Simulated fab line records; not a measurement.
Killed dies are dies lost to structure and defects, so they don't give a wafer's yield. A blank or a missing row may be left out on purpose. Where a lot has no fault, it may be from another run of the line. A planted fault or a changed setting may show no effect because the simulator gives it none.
The tool behind it: which one? + flow sky130 + 12 lots with 36 wafers sampled at 3 steps, on a route of 708 steps

WHAT EACH GAUGE READ, for each wafer
SKY_PWDE_OVL_MEAS_07.
| lot  | measured    | on         | PWDE_OVL (nm)  |
|------|-------------|------------|----------------|
| L739 | day 3 22:25 | overlay-02 | -1.8 -1.2 -1.8 |
| L740 | day 4 04:06 | overlay-02 | -0.8 -1.0 -1.3 |
| L744 | day 5 02:16 | overlay-01 | 0.7 0.5 -2.1   |
| L745 | day 5 09:41 | overlay-01 | -1.2 1.2 -0.8  |
| L746 | day 6 04:01 | overlay-01 | 1.1 0.3 1.6    |
| L753 | day 7 05:19 | overlay-02 | -3.2 -3.1 -2.7 |
| L754 | day 7 10:31 | overlay-01 | -1.2 -1.7 -1.5 |
| L756 | day 7 22:09 | overlay-02 | -0.9 0.4 -0.6  |
| L758 | day 8 09:50 | overlay-01 | 1.8 -0.7 1.1   |
| L759 | day 8 10:52 | overlay-02 | -0.4 -0.1 -1.4 |
| L761 | day 9 01:14 | overlay-02 | -1.2 -3.3 -2.0 |
| L762 | day 9 04:35 | overlay-01 | -0.7 -0.9 -1.5 |

SKY_METAL5_THK_MEAS_06: measures by xrf.
| lot  | measured     | on            | METAL5_ALCU_THK (nm) |
|------|--------------|---------------|----------------------|
| L739 | day 42 16:11 | film-metro-03 | 1150 1185 1183       |
| L740 | day 43 01:37 | film-metro-04 | 1170 1166 1156       |
| L744 | day 45 08:53 | film-metro-03 | 1152 1149 1142       |
| L745 | day 45 07:50 | film-metro-02 | 1177 1157 1177       |
| L746 | day 45 15:53 | film-metro-02 | 1155 1159 1153       |
| L753 | day 46 15:44 | film-metro-02 | 1148 1163 1164       |
| L754 | day 46 20:23 | film-metro-03 | 1155 1161 1139       |
| L756 | day 48 00:20 | film-metro-03 | 1182 1184 1182       |
| L758 | day 48 02:56 | film-metro-04 | 1174 1168 1173       |
| L759 | day 48 05:18 | film-metro-02 | 1176 1171 1176       |
| L761 | day 48 10:50 | film-metro-03 | 1177 1180 1176       |
| L762 | day 48 12:19 | film-metro-03 | 1174 1176 1163       |

TOOL THAT RAN EACH LOT (tool first, then ch and the chambers of the sampled wafers, then the start)
| lot  | SKY_METAL4_DEVELOP_12             |
|------|-----------------------------------|
| L739 | litho-track-02 ch 0, day 41 13:00 |
| L740 | litho-track-02 ch 0, day 41 23:00 |
| L744 | litho-track-02 ch 0, day 44 07:00 |
| L745 | litho-track-02 ch 0, day 44 06:00 |
| L746 | litho-track-03 ch 0, day 44 14:00 |
| L753 | litho-track-02 ch 0, day 45 14:00 |
| L754 | litho-track-02 ch 0, day 45 21:00 |
| L756 | litho-track-01 ch 0, day 46 23:00 |
| L758 | litho-track-03 ch 0, day 47 03:00 |
| L759 | litho-track-03 ch 0, day 47 04:00 |
| L761 | litho-track-03 ch 0, day 47 11:00 |
| L762 | litho-track-01 ch 0, day 47 13:00 |
- SKY_METAL4_DEVELOP_12: develop time 60 s.

AS READ BY THE TOOLS THEMSELVES (means over the sampled wafers that have a number; for cases with no such wafer, the mark the record gives instead)
SKY_METAL4_DEVELOP_12.
| lot  | tool           | developer-temp-C (C) | resist-line-temp-C (C) |
|------|----------------|----------------------|------------------------|
| L739 | litho-track-02 | 21.01                | 22.99                  |
| L740 | litho-track-02 | 21.12                | 23.11                  |
| L744 | litho-track-02 | 21.10                | 22.97                  |
| L745 | litho-track-02 | 20.98                | 23.03                  |
| L746 | litho-track-03 | 21.01                | 22.97                  |
| L753 | litho-track-02 | 21.84                | 22.95                  |
| L754 | litho-track-02 | 21.72                | 22.90                  |
| L756 | litho-track-01 | 20.94                | 22.92                  |
| L758 | litho-track-03 | 20.86                | 22.93                  |
| L759 | litho-track-03 | 20.97                | 23.12                  |
| L761 | litho-track-03 | 20.98                | 22.97                  |
| L762 | litho-track-01 | 20.95                | 22.98                  |

THE ANSWER, worked out from the rows above alone
Rule: usual is defined by the lots themselves. The widest of any qualifying gaps counts: lots, ordered by their means at a reading, are off when they make up no more than a third of the lots, leave a main group of 4 or more, and stand apart from it by 3 or more times the standard deviation of that group's means. Not used: any main group whose means are identical at the precision the tables above print for the reading. A lot without any number at a reading at which 4 lots or more have one is off too. All remaining lots with rows at the step are treated as sound. Order of review: gauges by route order, followed by the tools' own readings, for which a lot's mean as printed above is used. At the first step where some lot is off, the reading lying furthest off is the one used; lots without a number count as furthest.
Off: L753, L754 (SKY_METAL4_DEVELOP_12, developer-temp-C). For the main group the mean is 20.99 C and the standard deviation 0.072.
A tool fits if, at that step or a process step before it, it ran every lot that is off, and no sound lot after the first of them. One fits: SKY_METAL4_DEVELOP_12 on litho-track-02. Its last sound lot is L744 (day 44 07:00), its first lot that is off L753 (day 45 14:00): a fault that began between those two fits.
On the lots that are off, the tool's own readings at SKY_METAL4_DEVELOP_12 differ by more than 5 times the standard deviation of the sound lots' means, which bears it out; developer-temp-C reads 21.78 C there versus 20.99 C on the sound lots.

WHAT THE SIMULATOR PUT IN
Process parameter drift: litho-track-02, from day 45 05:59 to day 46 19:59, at SKY_METAL4_DEVELOP_12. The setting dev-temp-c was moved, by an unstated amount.
Lots struck among those shown: L753, L754. The same result came from the rule above.
